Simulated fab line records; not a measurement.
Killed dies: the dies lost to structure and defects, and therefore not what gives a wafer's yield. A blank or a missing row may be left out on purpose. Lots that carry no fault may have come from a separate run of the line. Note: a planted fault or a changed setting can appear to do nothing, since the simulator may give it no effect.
8D (eight disciplines) problem report, filled in by code ; flow gf180mcu ; the parts of the form that need people (team, actions taken, sign-off) are left out

1. WHAT WENT WRONG
M3_ALCU_RS at GF_M3_RS_MEAS_05 reads a mean of 0.0538 ohm/sq on 6 wafers of 2 lots; wafers without a fault read 0.0697 ohm/sq with a standard deviation of 0.00081. Measured from the usual mean, that is -20 standard deviations.
The step: measures by four-point-probe.
Earliest sighting: wafer L573.3 on film-metro-04 at day 25 09:15. At this step, 33 wafers from 11 lots have a number in the record. By rule, "out" or "out of limits" means more than 4 standard deviations away from the usual mean. The rest of the wafers with a number are treated as sound.

2. WHAT IT IS, WHAT IT ISN'T
question;is;is not
which readings at this step;M3_ALCU_RS;-
which lots;L573, L575;L560, L563, L564, L565, L566, L567, L574, L576, L581
which wafers of those lots;all that have a number;-
read on which gauges;film-metro-03, film-metro-04;film-metro-01
when;from day 25 09:15;"up to then (18 sound wafers); but 9 sound wafers of L574, L576, L581 came after"

3. WHAT RULES OUT EACH SUSPECT
Counting: a tool at any process step up to the reading remains a suspect when it ran all the lots that are out and ran no sound lot after the first of those.
- the gauge at GF_M3_RS_MEAS_05: ruled out. The wafers that are out were read on 2 gauges (film-metro-03, film-metro-04).
- rie-diel-04 at GF_V2_ETCH_17 (etches SiO2 in C4F8/O2/Ar, stops on TiN, target depth 630 nm): kept. Every lot that is out went through it, starting with L573 (day 25 08:26), and after that it ran no sound lot; the last sound lot it ran before then is L564 (day 21 22:54). GF_V2_ETCH_17: start missing for some lots; hours and lot order therefore follow GF_V2_CVD_23.
- cvd-w-02 at GF_V2_CVD_23 (deposits W, target thk 350 nm, time 104.94 s): ruled out as a lasting fault. After its first lot that is out, L573 (day 25 08:26), sound lots L574, L581 ran on it.
- pvd-sputter-02 at GF_M3_SPUTTER_02 (material AlCu, target thk 450 nm, time 23.9 s): kept. Every lot that is out went through it, starting with L573 (day 25 09:07), and after that it ran no sound lot; the last sound lot it ran before then is L566 (day 22 10:26).
- pvd-sputter-02 at GF_M3_SPUTTER_03 (material Ti, target thk 10 nm, time 6.7 s): kept. Every lot that is out went through it, starting with L573 (day 25 09:09), and after that it ran no sound lot; the last sound lot it ran before then is L566 (day 22 10:28).
The count leaves rie-diel-04 at GF_V2_ETCH_17, pvd-sputter-02 at GF_M3_SPUTTER_02, and pvd-sputter-02 at GF_M3_SPUTTER_03.

4. THE CAUSE (what the simulator had put in)
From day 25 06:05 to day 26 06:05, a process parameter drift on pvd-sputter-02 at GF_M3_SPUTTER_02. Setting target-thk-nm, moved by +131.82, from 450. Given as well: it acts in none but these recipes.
3 suspects survive the count, and this tool is in that group.

5. THE CHAIN OF EFFECTS, in route order
One row per reading whose mean, taken over the struck wafers that have a number, lies over 3 standard deviations from the usual. Only readings whose record carries a usual standard deviation are examined. hours: median over the lots of the time between each lot's start at the first step of this table that gives one and its start at this step. sigmas: the change, counted in usual standard deviations.
hours;step;reading;usual;on struck wafers;change;sigmas
0;GF_M3_RS_MEAS_05;M3_ALCU_RS;0.0697 ohm/sq;0.0538;-0.0159;-20
0;GF_M3_THK_MEAS_06;M3_ALCU_THK;447 nm;577;+130;+22
21;GF_M3_METAL_ETCH_16;oes-product-au;0.970 a.u.;1.000;+0.030;+4.2
The process steps in it:
- GF_M3_METAL_ETCH_16: etches the open film in Cl2/BCl3, stops on SiO2, target depth 627.5 nm, time 104.6 s.

6. WHAT WOULD HAVE CAUGHT IT SOONER
3 hours passed between the start of the fault at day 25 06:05 and the first reading out of limits at a measuring or inspecting step in this record, taken at day 25 09:15.
Of the tool readings at GF_M3_SPUTTER_02 for which the record gives a usual standard deviation, none was out on any struck wafer, so an alarm limit of 4 standard deviations on them would not have fired.
L575, from the lots that are out (2), started GF_M3_SPUTTER_02 on pvd-sputter-02 later than day 25 09:15. Putting the tool on hold at that point would have spared it.
